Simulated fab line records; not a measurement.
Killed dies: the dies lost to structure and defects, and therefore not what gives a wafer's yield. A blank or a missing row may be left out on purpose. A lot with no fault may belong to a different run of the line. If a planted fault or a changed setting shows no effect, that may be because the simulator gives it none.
The tool behind it: which one? | flow sfq-line | 7 lots, 21 wafers sampled, at 1 step of a route of 325

WHAT EACH GAUGE READ, for each wafer
SFQ_I0_BOW_MEAS_907.
lot  | measured     | on            | I0_BOW (um)
L630 | day 11 18:42 | film-metro-04 | 1 -12 0
L635 | day 13 19:34 | film-metro-02 | 9 -1 2
L638 | day 15 01:52 | film-metro-03 | -5 3 9
L640 | day 15 17:32 | film-metro-04 | 4 8 0
L642 | day 16 05:33 | film-metro-04 | -1 1 0
L650 | day 19 04:00 | film-metro-02 | 3 -1 -1
L652 | day 19 19:07 | film-metro-04 | 12 3 -4

EACH LOT AND THE TOOL THAT RAN IT (in order: tool; ch and the chambers of the sampled wafers; start)
Before these readings, the record contains no process step.

THE ANSWER, worked out from the rows above alone
Rule: the usual values come from the lots themselves. The widest of any qualifying gaps counts: lots, ordered by their means at a reading, are off when they make up no more than a third of the lots, leave a main group of 4 or more, and stand apart from it by 3 or more times the standard deviation of that group's means. A main group is skipped when, at the precision printed for the reading in the tables above, its means are all equal. A lot without any number at a reading at which 4 lots or more have one is off too. Where the step has rows for the other lots, those lots are counted as sound.
None of the lots is off at any reading shown; this tells nothing.

WHAT WAS PUT IN BY THE SIMULATOR
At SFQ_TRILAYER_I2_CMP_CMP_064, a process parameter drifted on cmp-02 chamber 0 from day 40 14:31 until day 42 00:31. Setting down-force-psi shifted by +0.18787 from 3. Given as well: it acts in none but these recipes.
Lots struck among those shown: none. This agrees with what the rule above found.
